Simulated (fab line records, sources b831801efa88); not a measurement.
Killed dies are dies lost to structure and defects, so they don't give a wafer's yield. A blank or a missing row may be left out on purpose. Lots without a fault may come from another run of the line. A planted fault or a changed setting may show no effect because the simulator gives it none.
Chamber matching | flow sky130 | SKY_CAPM_CVD_00 on pecvd-04: 3 sister chambers
The step deposits SiO2, target thk 15.5 nm. 6 wafers are shown with their chamber, then 9 later ones without.

WAFERS WITH THEIR CHAMBER
wafer  | chamber | heater_power_w (W)
L084.3 | 2       | 604
L084.5 | 1       | 720
L089.5 | 2       | 654
L091.2 | 0       | 793
L091.3 | 0       | 775
L091.4 | 1       | 776

WAFERS WITHOUT THEIR CHAMBER
wafer  | heater_power_w (W)
L092.3 | 805
L092.4 | 800
L092.6 | 817
L095.3 | 773
L095.5 | 604
L095.6 | 782
L097.1 | 622
L097.3 | 735
L097.6 | 736

WHICH CHAMBER EACH WENT THROUGH
wafer  | from the rows above     | in truth
L092.3 | can't be placed: 0 or 1 | 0
L092.4 | can't be placed: 0 or 1 | 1
L092.6 | can't be placed: 0 or 1 | 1
L095.3 | can't be placed: 0 or 1 | 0
L095.5 | 2                       | 2
L095.6 | can't be placed: 0 or 1 | 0
L097.1 | 2                       | 2
L097.3 | can't be placed: 1 or 0 | 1
L097.6 | can't be placed: 1 or 0 | 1
Placed correctly: 2 of 9. Can't be placed from these rows: 7 (the true chamber is among the candidates in 7). Placed wrongly: 0.
How it was worked out, from the rows above alone: a wafer's distance from a chamber is the root of the sum, over the readings, of the square of ((its reading less the chamber's mean) divided by the reading's scatter). The wafer belongs to the nearest chamber; if the next one is less than 2 further off, it can't be placed. A chamber's mean is the mean of its shown wafers. The scatter: the root of (the sum of the squares of (reading less its chamber's mean) over the shown wafers, divided by (wafers less chambers)).
